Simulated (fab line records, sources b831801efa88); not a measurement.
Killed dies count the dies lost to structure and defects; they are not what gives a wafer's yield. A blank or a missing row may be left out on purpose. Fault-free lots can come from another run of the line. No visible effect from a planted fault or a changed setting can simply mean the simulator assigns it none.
Struck lot and sound lot, side by side	flow sky130	44 out of 708 route steps
Sound: the wafers L506.1, L506.2, L506.6. Struck: wafer L517.1. (L517.5, L517.6 of the same lot were not struck and are left out.) The cause comes at the end.
Order at every step that has rows: each side's tool, ch and its chambers, its first start. Under that, the readings that differ: sound wafers	struck wafers	difference of the means	sigmas: that difference in standard deviations of wafers without a fault.
alike: same words and numbers on both sides, and readings whose means sit less than 2 such deviations apart. not compared: any withheld reading, any reading some wafer has no value for, any bound like >300 that may hide the same value, and any number with overlapping values for which the record gives no deviation.
Wherever a step has rows on one side only, a row that says differs or no value, or a row with sigmas, the two part there. When numbers do not overlap yet have no deviation, they are printed without sigmas and do not part them. A reading that every wafer of one side lacks parts them only if that side has two wafers or more.

SKY_SONOS_ONO_THK_MEAS_03:
  struck on film-metro-03, day 15 18:32; sound on film-metro-03, day 12 16:27
  alike: SONOS_ONO_CVD_02_THK
then, 1 step without rows for these wafers: SKY_SONOS_ONO_CVD_04 (deposits SiO2 from SiH4/N2O, target thk 5.7199 nm).
SKY_SONOS_ONO_THK_MEAS_05:
  struck on film-metro-01, day 15 19:50; sound on film-metro-02, day 12 17:46
reading	sound	struck	difference	sigmas
SONOS_ONO_CVD_04_THK (nm)	5.47 5.49 5.38	5.90	+0.45	+3
then, 7 steps without rows for these wafers: SKY_SONOS_ONO_DEHYDRATE_06 (time 60 s); SKY_SONOS_ONO_HMDS_07 (prime time 60 s); SKY_SONOS_ONO_COAT_08 (resist thk 1140 nm); SKY_SONOS_ONO_SOFTBAKE_09 (time 60 s); SKY_SONOS_ONO_EXPOSE_10 (exposes mask ONOM, target cd 410 nm); SKY_SONOS_ONO_PEB_11; SKY_SONOS_ONO_DEVELOP_12 (develop time 60 s).
SKY_SONOS_ONO_CD_MEAS_13: target cd 410 nm.
  struck on cd-sem-02, day 16 23:50; sound on cd-sem-01, day 13 16:47
  alike: cd-nm
SKY_SONOS_ONO_OVL_MEAS_14:
  struck on overlay-01, day 16 23:57; sound on overlay-01, day 13 16:54
  alike: SONOS_ONO_OVL
SKY_SONOS_ONO_ETCH_15: etches the open film in CHF3/O2, target depth 19.52 nm, time 7.8 s.
  sound on rie-diel-03 ch 1,3, day 13 16:56; struck on rie-diel-01 ch 3, day 16 23:59
reading	sound	struck	difference	sigmas
model.SONOS_ONO.feature-depth-nm (nm)	19.05 19.44 18.97	7.178	-11.975	
model.etch.depth-nm (nm)	19.05 19.44 18.97	7.178	-11.975	
model.NOVOLAK_of_SONOS_ONO_COAT_08.thk-nm (nm)	1121 1122 1125	1133	+10	
  alike: drypump-motor-current-A, oes-product-au, throttle-valve-pct
  not compared: rf-hours-counter-h
then, 1 step without rows for these wafers: SKY_SONOS_ONO_WET_ETCH_16 (etches SiO2 in dHF, target depth 14 nm, time 280 s).
SKY_SONOS_ONO_STRIP_17: strips in O2/N2.
  sound on plasma-asher-04 ch 0,1, day 13 17:02; struck on plasma-asher-02 ch 0, day 17 00:05
reading	sound	struck	difference	sigmas
strip-time-to-endpoint-s (s)	14.07 14.09 14.11	14.21	+0.12	+3
  alike: drypump-motor-current-A, oes-product-au
  not compared: rf-hours-counter-h
then, 3 steps without rows for these wafers: SKY_SONOS_ONO_WET_ETCH_18 (etches Si3N4 in H3PO4, target depth 15 nm, time 172 s); SKY_GATE_OXIDE_CLEAN_00 (cleans in SC1/SC2, time 150 s); SKY_GATE_OXIDE_OXIDATION_01 (stabilise 600 s, purge 300 s, target thk 10.268 nm).
SKY_GATE_OXIDE_THK_MEAS_02:
  struck on film-metro-01, day 17 02:36; sound on film-metro-01, day 13 20:54
  alike: GATE_OXIDE_OXIDATION_00_THK
then, 7 steps without rows for these wafers: SKY_GATE_OXIDE_DEHYDRATE_03 (time 60 s); SKY_GATE_OXIDE_HMDS_04 (prime time 60 s); SKY_GATE_OXIDE_COAT_05 (resist thk 1140 nm); SKY_GATE_OXIDE_SOFTBAKE_06 (time 60 s); SKY_GATE_OXIDE_EXPOSE_07 (exposes mask LVOM, target cd 600 nm); SKY_GATE_OXIDE_PEB_08; SKY_GATE_OXIDE_DEVELOP_09 (develop time 60 s).
SKY_GATE_OXIDE_OVL_MEAS_10:
  struck on overlay-01, day 18 08:05; sound on overlay-02, day 14 23:11
reading	sound	struck	difference	sigmas
GATE_OXIDE_OVL (nm)	0.6 0.0 2.9	-1.6	-2.8	-2
then, 2 steps without rows for these wafers: SKY_GATE_OXIDE_IMPLANT_11; SKY_GATE_OXIDE_WET_ETCH_12 (etches SiO2 in dHF, target depth 16.8 nm, time 336 s).
SKY_GATE_OXIDE_STRIP_13: strips in O2/N2.
  sound on plasma-asher-01 ch 0,1, day 14 23:29; struck on plasma-asher-01 ch 0, day 18 08:23
  alike: drypump-motor-current-A, oes-product-au, strip-time-to-endpoint-s
  not compared: rf-hours-counter-h
SKY_GATE_OXIDE_TW_MEAS_14:
  struck on film-metro-04, day 18 08:29; sound on film-metro-02, day 14 23:35
  alike: GATE_OXIDE_TW
then, 3 steps without rows for these wafers: SKY_GATE_OXIDE_CLEAN_15 (cleans in SC1/SC2, time 150 s); SKY_GATE_OXIDE_OXIDATION_16 (stabilise 600 s, purge 300 s, target thk 3.57 nm); SKY_POLY_GATE_CVD_00 (deposits poly-Si, target thk 180 nm, time 720 s).
SKY_POLY_GATE_THK_MEAS_01:
  struck on film-metro-02, day 18 12:09; sound on film-metro-04, day 15 04:08
  alike: POLY_GATE_CVD_00_THK
then, 7 steps without rows for these wafers: SKY_RES_PROTECT_DEHYDRATE_00 (time 60 s); SKY_RES_PROTECT_HMDS_01 (prime time 60 s); SKY_RES_PROTECT_COAT_02 (resist thk 1140 nm); SKY_RES_PROTECT_SOFTBAKE_03 (time 60 s); SKY_RES_PROTECT_EXPOSE_04 (exposes mask RPM, target cd 1270 nm); SKY_RES_PROTECT_PEB_05; SKY_RES_PROTECT_DEVELOP_06 (develop time 60 s).
-- the record jumps here: 14 days lie between the struck wafers' starts before and after (it left off in module RES_PROTECT and takes up again in module SALICIDE, whose first step shown is number 361 of the route) --
SKY_SALICIDE_CLEAN_00: cleans in HF-last, time 30 s.
  sound on wet-bench-01 ch 1, day 29 01:35; struck on wet-bench-01 ch 3, day 32 05:50
reading	sound	struck	difference	sigmas
model.SiO2_of_FIELD_ISO_CVD_24.thk-nm (nm)	359.8 359.7 359.4	360.1	+0.5	
-- the record jumps here: 17 days lie between the struck wafers' starts before and after (it left off in module SALICIDE and takes up again in module PAD_OPEN, whose first step shown is number 708 of the route) --
SKY_PAD_OPEN_PROBE_99:
  struck on prober-02, day 48 23:44; sound on prober-02, day 46 13:17
reading	sound	struck	difference	sigmas
model.etest.nfet_16v.r-on-ohm-um	1.413e+04 1.388e+04 1.419e+04	1.812e+04	+4.053e+03	
model.etest.pfet_16v.r-on-ohm-um	1.548e+04 1.508e+04 1.557e+04	1.609e+04	+7.133e+02	
model.etest.pfet-g5v0d10v5.r-on-ohm-um	4875 4859 4885	5433	+560	
model.etest.nfet-g5v0d10v5.r-on-ohm-um	1912 1907 1916	2518	+606	
model.etest.nfet-g5v0d10v5.drive-ua-um	591.5 588.1 584.3	389.2	-198.8	
model.etest.tip-sonos.rs-ohm-sq	2794 2745 2786	2831	+56	
model.etest.nfet_05v0_nvt.drive-ua-um	564.4 564 557.7	415.6	-146.4	
model.etest.nfet_16v.drive-ua-um	215.8 220 213.7	127.8	-88.7	
  alike: killed_at_M0_to_M3, killed_at_M4_up, killed-at-contacts, killed-at-front-end, killed-at-other, killed-dies, killed-open, killed-short

WHERE THEY PART
Earliest at SKY_SONOS_ONO_THK_MEAS_05; latest, in this record, at SKY_GATE_OXIDE_OVL_MEAS_10. Later steps at which nothing parts them and some readings are alike: SKY_GATE_OXIDE_STRIP_13, SKY_GATE_OXIDE_TW_MEAS_14, SKY_POLY_GATE_THK_MEAS_01, SKY_PAD_OPEN_PROBE_99.

WHY: the cause the simulator had injected
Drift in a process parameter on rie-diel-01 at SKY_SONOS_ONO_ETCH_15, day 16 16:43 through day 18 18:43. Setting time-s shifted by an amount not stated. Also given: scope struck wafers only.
